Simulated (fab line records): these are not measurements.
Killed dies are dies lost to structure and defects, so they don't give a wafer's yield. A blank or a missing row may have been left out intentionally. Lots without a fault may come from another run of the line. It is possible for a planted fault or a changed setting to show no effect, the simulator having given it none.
Chamber matching :: flow gf180mcu :: hdpcvd-02 running GF_V3_CVD_00: 3 sister chambers
The step deposits SiO2, target thk 600 nm, time 100 s. 3 wafers are shown with their chamber, then 8 later ones without.

EACH WAFER AND ITS CHAMBER
wafer: L692.3
chamber: 2
pressure-mtorr (mTorr): 6.009

wafer: L692.4
chamber: 1
pressure-mtorr (mTorr): 5.988

wafer: L693.4
chamber: 0
pressure-mtorr (mTorr): 6.005

WAFERS WITH NO CHAMBER GIVEN
wafer: L693.5
pressure-mtorr (mTorr): 5.996

wafer: L693.6
pressure-mtorr (mTorr): 5.989

wafer: L696.1
pressure-mtorr (mTorr): 5.994

wafer: L696.4
pressure-mtorr (mTorr): 6.013

wafer: L696.6
pressure-mtorr (mTorr): 6.040

wafer: L705.2
pressure-mtorr (mTorr): 5.989

wafer: L705.3
pressure-mtorr (mTorr): 6.001

wafer: L705.5
pressure-mtorr (mTorr): 6.012

THE CHAMBER EACH PASSED THROUGH
wafer: L693.5
from the rows above: can't be placed: 1 or 0 or 2
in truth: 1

wafer: L693.6
from the rows above: can't be placed: 1 or 0 or 2
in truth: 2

wafer: L696.1
from the rows above: can't be placed: 1 or 0 or 2
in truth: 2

wafer: L696.4
from the rows above: can't be placed: 2 or 0 or 1
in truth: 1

wafer: L696.6
from the rows above: can't be placed: 2 or 0 or 1
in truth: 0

wafer: L705.2
from the rows above: can't be placed: 1 or 0 or 2
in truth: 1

wafer: L705.3
from the rows above: can't be placed: 0 or 2 or 1
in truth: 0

wafer: L705.5
from the rows above: can't be placed: 2 or 0 or 1
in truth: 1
Placed correctly: 0 of 8. Unplaceable from these rows: 8, with the true chamber sitting among the candidates in 8. 0 placed wrongly.
How it was worked out, from the rows above alone: a wafer's distance from a chamber is the root of the sum, over the readings, of the square of ((its reading less the chamber's mean) divided by the reading's scatter). The wafer belongs to the nearest chamber; if the next one is less than 2 further off, it can't be placed. A chamber's mean is the mean of its shown wafers. The scatter: root of mean squared gap, hidden wafer to nearest shown wafer, with one shown wafer a chamber.
